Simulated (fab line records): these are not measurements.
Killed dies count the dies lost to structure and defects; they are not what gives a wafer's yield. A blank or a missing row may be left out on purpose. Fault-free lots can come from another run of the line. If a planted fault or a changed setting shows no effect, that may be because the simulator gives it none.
fab line records    flow sky130
record lots=11  wafers=33  last-day=50
route steps=708 shown NWELL@67 SONOS_ONO@172 POLY_CUT@319
lots that met no fault: taken from a fault-free run of the same line
start-h: hours from the record's first day to the start of the lot's first wafer shown    wait-h: how many hours have passed since the lot's step before this one    " the same as in the row above    L1.1+2: a row that stands for several wafers    - no value, or no start given    * or withheld: withheld    < > ~ a bound
route shown NAME@n: NAME is a module with steps in the file, n the number in the route of the first one    usual: mean/standard deviation of fault-free wafers    same: alike in all rows    chamber/n: place in a boat    sites: each site's reading    _std_site: their standard deviation    _edge_site: inner sites' mean taken away from outer sites' mean    radius-mm: how far each site lies from the wafer's centre    mask NAME#n: copy n    behind: tool/chamber where the wafer was last shaped    hold: why the lot went on hold/how many hours it stayed there/how the hold came to an end    device: the n, p or np transistor that did not switch    end of line: the route-end tests of the same wafers    step lacking rows: just its recipe    killed: not the wafer's yield, but the dies lost to structure and defects at the first sort    map: the dies of a wafer, with x for killed, . for not killed, _ for no die there
set.NAME: the setting the step ran with; set.NAME@STEP: the setting that earlier step ran with    model.NAME: the simulator's own value behind a step, which no gauge read
one table for each step of the route and one row for each wafer, over a sample of lots
services: a tool's chamber out of use, with start hour (start-h, from the record's first day; less than 0 if before it), hours out, and reason
## steps
# step SKY_NWELL_STRIP_14
# recipe chemistry=O2/N2  power-w=1400  pressure-mtorr=1500  platen-temp-c=withheld  o2-flow-sccm=3000  n2-flow-sccm=300  overash-fraction=0.5
# usual drypump-motor-current-A=5.6/0.36  oes-product-au=0.722/0.0046  strip-time-to-endpoint-s=36.91/0.093
lot.wafer  tool             chamber  start-h  wait-h  drypump-motor-current-A  oes-product-au  rf-hours-counter-h  strip-time-to-endpoint-s
L645.1     plasma-asher-03  1        80.35    0.1     5.7                      0.729           25                  37.03
L645.4     "                0        "        "       5.5                      0.727           -                   36.90
L645.6     "                0        "        "       5.5                      0.720           -                   36.98
L646.2     plasma-asher-02  0        92.07    0.1     5.0                      0.719           39                  37.10
L646.3     "                1        "        "       5.7                      0.725           -                   36.99
L646.6     "                0        "        "       5.0                      0.717           -                   36.99
L647.1     plasma-asher-04  0        97.52    0.1     6.1                      0.724           43                  36.92
L647.2     "                1        "        "       6.0                      0.724           43                  37.01
L647.5     "                0        "        "       6.1                      0.720           -                   37.01
L651.1     plasma-asher-02  1        129.05   0.1     5.6                      0.718           1                   36.96
L651.2     "                0        "        "       4.9                      0.727           1                   36.93
L651.3     "                0        "        "       5.0                      0.724           -                   36.87
L654.3     plasma-asher-03  0        141.25   0.1     5.5                      0.724           -                   36.71
L654.4     "                1        "        "       5.7                      0.720           -                   36.63
L654.6     "                0        "        "       5.5                      0.721           -                   36.77
L656.1     plasma-asher-04  1        149.21   0.1     6.0                      0.719           48                  36.92
L656.3     "                0        "        "       6.1                      0.720           -                   36.93
L656.4     "                1        "        "       6.0                      0.715           -                   37.02
L655.2     plasma-asher-03  1        150.25   0.1     5.8                      0.731           33                  36.83
L655.3     "                0        "        "       5.5                      0.722           -                   36.91
L655.4     "                1        "        "       5.7                      0.720           -                   37.03
L657.1     plasma-asher-04  1        156.47   0.1     6.0                      0.723           49                  37.13
L657.4     "                0        "        "       6.1                      0.726           -                   37.00
L657.6     "                1        "        "       6.0                      0.725           -                   36.99
L666.1     plasma-asher-02  1        220.82   0.1     5.6                      0.717           10                  36.87
L666.2     "                0        "        "       4.9                      0.722           10                  36.93
L666.4     "                0        "        "       5.0                      0.724           -                   36.82
L668.2     plasma-asher-02  0        224.57   0.1     5.0                      0.727           11                  36.96
L668.3     "                0        "        "       4.9                      0.724           -                   36.86
L668.6     "                0        "        "       5.0                      0.727           -                   36.74
L667.1     plasma-asher-02  0        225.72   0.1     4.9                      0.721           11                  36.91
L667.2     "                1        "        "       5.6                      0.729           11                  36.86
L667.3     "                1        "        "       5.6                      0.721           -                   36.79
# step SKY_SONOS_ONO_CVD_04
# recipe material=SiO2  precursor=SiH4/N2O  target-thk-nm=5.7199  temp-c=900  pressure-mtorr=400
# usual zone-power-bottom-pct=29.3/0.83
lot.wafer  tool      chamber  start-h  wait-h  zone-power-bottom-pct
L645.1     lpcvd-03  1        241.57   0.1     28.4
L645.4     "         1        "        "       28.3
L645.6     "         1        "        "       28.3
L646.2     lpcvd-03  1        265.43   4.7     28.3
L646.3     "         1        "        "       27.9
L646.6     "         1        "        "       28.7
L647.1     lpcvd-03  0        266.68   0.2     30.0
L647.2     "         0        "        "       30.2
L647.5     "         0        "        "       29.6
L651.1     lpcvd-03  0        311.46   0.1     30.0
L651.2     "         0        "        "       30.0
L651.3     "         0        "        "       29.6
L654.3     lpcvd-03  1        327.79   0.0     28.8
L654.4     "         1        "        "       27.8
L654.6     "         1        "        "       28.1
L656.1     lpcvd-03  0        336.61   0.1     30.1
L656.3     "         0        "        "       30.0
L656.4     "         0        "        "       29.1
L655.2     lpcvd-03  0        337.86   0.2     29.4
L655.3     "         0        "        "       29.5
L655.4     "         0        "        "       29.8
L657.1     lpcvd-03  0        346.79   0.1     29.5
L657.4     "         0        "        "       29.7
L657.6     "         0        "        "       29.7
L666.1     lpcvd-03  0        436.36   0.1     30.0
L666.2     "         0        "        "       29.7
L666.4     "         0        "        "       29.8
L668.2     lpcvd-03  0        442.75   0.0     30.1
L668.3     "         0        "        "       30.0
L668.6     "         0        "        "       29.8
L667.1     lpcvd-03  0        444.63   0.9     30.5
L667.2     "         0        "        "       29.6
L667.3     "         0        "        "       30.4
# step SKY_SONOS_ONO_THK_MEAS_05
# recipe reads=SiO2_of_SONOS_ONO_CVD_04
# usual SONOS_ONO_CVD_04_THK=5.67/0.12
lot.wafer  tool           chamber  start-h  wait-h  SONOS_ONO_CVD_04_THK[nm]
L645.1     film-metro-03  -        242.82   0.0     5.69
L645.4     "              -        "        "       5.78
L645.6     "              -        "        "       5.69
L646.2     film-metro-04  -        266.69   0.0     5.83
L646.3     "              -        "        "       5.86
L646.6     "              -        "        "       5.86
L647.1     film-metro-01  -        267.93   0.0     5.70
L647.2     "              -        "        "       5.63
L647.5     "              -        "        "       5.69
L651.1     film-metro-04  -        312.71   0.0     5.80
L651.2     "              -        "        "       5.81
L651.3     "              -        "        "       5.76
L654.3     film-metro-01  -        329.06   0.0     5.68
L654.4     "              -        "        "       5.66
L654.6     "              -        "        "       5.67
L656.1     film-metro-04  -        337.86   0.0     8.01
L656.3     "              -        "        "       8.16
L656.4     "              -        "        "       8.19
L655.2     film-metro-01  -        339.12   0.0     8.01
L655.3     "              -        "        "       7.94
L655.4     "              -        "        "       7.86
L657.1     film-metro-01  -        348.04   0.0     8.18
L657.4     "              -        "        "       8.12
L657.6     "              -        "        "       8.06
L666.1     film-metro-03  -        438.23   0.0     5.56
L666.2     "              -        "        "       5.70
L666.4     "              -        "        "       5.49
L668.2     film-metro-03  -        444.64   0.0     5.78
L668.3     "              -        "        "       5.81
L668.6     "              -        "        "       5.85
L667.1     film-metro-04  -        446.50   0.0     5.69
L667.2     "              -        "        "       5.68
L667.3     "              -        "        "       5.65
# step SKY_SONOS_ONO_STRIP_17
# recipe chemistry=O2/N2  power-w=1400  pressure-mtorr=1500  platen-temp-c=withheld  o2-flow-sccm=3000  n2-flow-sccm=300  overash-fraction=0.5
# usual drypump-motor-current-A=5.4/0.41  oes-product-au=0.709/0.0044  strip-time-to-endpoint-s=14.09/0.036
lot.wafer  tool             chamber  start-h  wait-h  drypump-motor-current-A  oes-product-au  rf-hours-counter-h  strip-time-to-endpoint-s
L645.1     plasma-asher-01  1        267.21   0.0     5.3                      0.707           59                  14.08
L645.4     "                1        "        "       5.3                      0.708           -                   14.05
L645.6     "                1        "        "       5.3                      0.714           -                   14.06
L646.2     plasma-asher-03  0        290.85   0.0     5.5                      0.707           47                  14.08
L646.3     "                0        "        "       5.5                      0.713           -                   14.10
L646.6     "                1        "        "       5.8                      0.711           -                   14.12
L647.1     plasma-asher-03  0        293.09   0.0     5.5                      0.709           47                  14.04
L647.2     "                1        "        "       5.7                      0.711           47                  14.05
L647.5     "                0        "        "       5.5                      0.711           -                   14.11
L651.1     plasma-asher-01  0        339.25   0.0     4.8                      0.709           66                  14.10
L651.2     "                1        "        "       5.3                      0.715           66                  14.07
L651.3     "                0        "        "       4.8                      0.694           -                   14.10
L654.3     plasma-asher-03  0        356.27   0.0     5.5                      0.708           -                   14.08
L654.4     "                1        "        "       5.8                      0.705           -                   14.08
L654.6     "                1        "        "       5.7                      0.711           -                   14.11
L656.1     plasma-asher-01  0        365.81   0.0     4.8                      0.712           69                  14.09
L656.3     "                0        "        "       4.8                      0.713           -                   14.15
L656.4     "                1        "        "       5.3                      0.718           -                   14.10
L655.2     plasma-asher-01  1        367.50   0.0     5.3                      0.707           69                  14.09
L655.3     "                0        "        "       4.8                      0.710           -                   14.05
L655.4     "                1        "        "       5.3                      0.712           -                   14.11
L657.1     plasma-asher-03  1        376.16   0.0     5.8                      0.705           55                  14.07
L657.4     "                0        "        "       5.5                      0.704           -                   14.12
L657.6     "                1        "        "       5.7                      0.711           -                   14.08
L666.1     plasma-asher-01  1        469.25   0.0     5.3                      0.724           4                   14.09
L666.2     "                0        "        "       4.8                      0.704           4                   14.11
L666.4     "                1        "        "       5.3                      0.708           -                   14.09
L668.2     plasma-asher-01  1        475.41   0.0     5.3                      0.709           5                   14.07
L668.3     "                1        "        "       5.3                      0.709           -                   14.13
L668.6     "                1        "        "       5.3                      0.716           -                   14.11
L667.1     plasma-asher-01  0        476.96   0.0     4.8                      0.711           5                   14.11
L667.2     "                1        "        "       5.3                      0.711           5                   14.12
L667.3     "                0        "        "       4.8                      0.714           -                   14.11
# step SKY_POLY_CUT_STRIP_12
# recipe chemistry=O2/N2  power-w=1400  pressure-mtorr=1500  platen-temp-c=withheld  o2-flow-sccm=3000  n2-flow-sccm=300  overash-fraction=0.5
# usual drypump-motor-current-A=5.5/0.51  oes-product-au=0.453/0.0046  strip-time-to-endpoint-s=5.362/0.019
lot.wafer  tool             chamber  start-h  wait-h  drypump-motor-current-A  oes-product-au  rf-hours-counter-h  strip-time-to-endpoint-s
L645.1     plasma-asher-01  1        540.87   0.0     5.3                      0.443           11                  5.340
L645.4     "                1        "        "       5.3                      0.453           -                   5.336
L645.6     "                0        "        "       4.8                      0.448           -                   5.354
L646.2     plasma-asher-04  0        564.10   0.0     6.1                      0.450           89                  5.339
L646.3     "                0        "        "       6.1                      0.449           -                   5.350
L646.6     "                0        "        "       6.1                      0.459           -                   5.352
L647.1     plasma-asher-01  1        565.71   0.0     5.3                      0.455           13                  5.340
L647.2     "                0        "        "       4.8                      0.451           13                  5.344
L647.5     "                0        "        "       4.8                      0.454           -                   5.315
L651.1     plasma-asher-02  0        619.02   0.0     5.0                      0.457           50                  5.374
L651.2     "                1        "        "       5.6                      0.457           50                  5.420
L651.3     "                1        "        "       5.6                      0.448           -                   5.400
L654.3     plasma-asher-01  0        634.45   0.1     4.8                      0.458           -                   5.374
L654.4     "                1        "        "       5.3                      0.447           -                   5.352
L654.6     "                1        "        "       5.3                      0.452           -                   5.365
L656.1     plasma-asher-01  0        644.55   0.0     4.8                      0.451           21                  5.385
L656.3     "                1        "        "       5.3                      0.452           -                   5.357
L656.4     "                0        "        "       4.8                      0.450           -                   5.374
L655.2     plasma-asher-01  0        647.97   0.0     4.8                      0.462           22                  5.361
L655.3     "                1        "        "       5.3                      0.451           -                   5.375
L655.4     "                0        "        "       4.8                      0.454           -                   5.373
L657.1     plasma-asher-04  1        653.86   0.0     6.0                      0.452           98                  5.372
L657.4     "                1        "        "       6.0                      0.455           -                   5.364
L657.6     "                1        "        "       6.0                      0.454           -                   5.378
L666.1     plasma-asher-01  0        746.37   0.0     4.8                      0.456           32                  5.362
L666.2     "                1        "        "       5.3                      0.450           32                  5.347
L666.4     "                1        "        "       5.3                      0.455           -                   5.368
L668.2     plasma-asher-04  0        747.97   0.0     6.1                      0.450           0                   5.339
L668.3     "                0        "        "       6.1                      0.448           -                   5.340
L668.6     "                0        "        "       6.1                      0.452           -                   5.338
L667.1     plasma-asher-01  1        752.92   0.0     5.3                      0.460           33                  5.372
L667.2     "                0        "        "       4.8                      0.457           33                  5.369
L667.3     "                0        "        "       4.8                      0.448           -                   5.365
## services
tool             chamber  start-h  hours  kind
plasma-asher-04  -        58.47    3.1    repair
plasma-asher-03  -        62.46    0.8    repair
plasma-asher-02  -        62.61    1.7    repair
plasma-asher-02  -        108.75   9.0    pm
plasma-asher-01  -        131.01   9.2    repair
plasma-asher-01  -        170.91   8.2    repair
plasma-asher-01  -        191.72   0.4    repair
plasma-asher-04  -        234.66   15.0   repair
lpcvd-03         -        236.72   1.0    repair
lpcvd-03         -        259.43   6.0    pm
plasma-asher-04  -        336.06   1.0    repair
plasma-asher-03  -        346.03   2.8    pm
lpcvd-03         -        352.72   1.7    repair
plasma-asher-03  -        361.68   6.0    repair
plasma-asher-01  -        421.32   9.0    pm
plasma-asher-03  -        456.77   14.6   pm
plasma-asher-01  -        496.56   2.8    pm
plasma-asher-01  -        505.16   2.3    repair
lpcvd-03         -        529.53   0.2    repair
plasma-asher-01  -        557.33   1.6    repair
plasma-asher-02  -        595.70   1.3    repair
plasma-asher-03  -        681.79   2.5    repair
lpcvd-03         -        728.12   2.8    pm
lpcvd-03         -        743.85   0.8    repair
## key
first-sign step=SKY_SONOS_ONO_THK_MEAS_05  reading=SONOS_ONO_CVD_04_THK  direction=up  sigmas=19  usual=5.67  struck=8.06
effect none on later readings
met-at SKY_SONOS_ONO_CVD_04
struck-lots L655,L656,L657
tester-left-out L655,L656,L657
not-acting-at SKY_NWELL_STRIP_14,SKY_SONOS_ONO_STRIP_17,SKY_POLY_CUT_STRIP_12
onset-between 327.79 336.61
fault kind=process-parameter-drift  tool=lpcvd-03  chamber=-  onset-h=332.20  steps=SKY_SONOS_ONO_CVD_04  channel=target-thk-nm  offset=2.3743  shape=step  end-h=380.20  stated=5.7199
# tester-left-out: of these lots the tester's yield and bins aren't shown, on N5 and GAA mostly nor the transistor test; their killed dies are dies lost to structure and defects alone, not to doping, threshold or leakage, so they don't give the yield
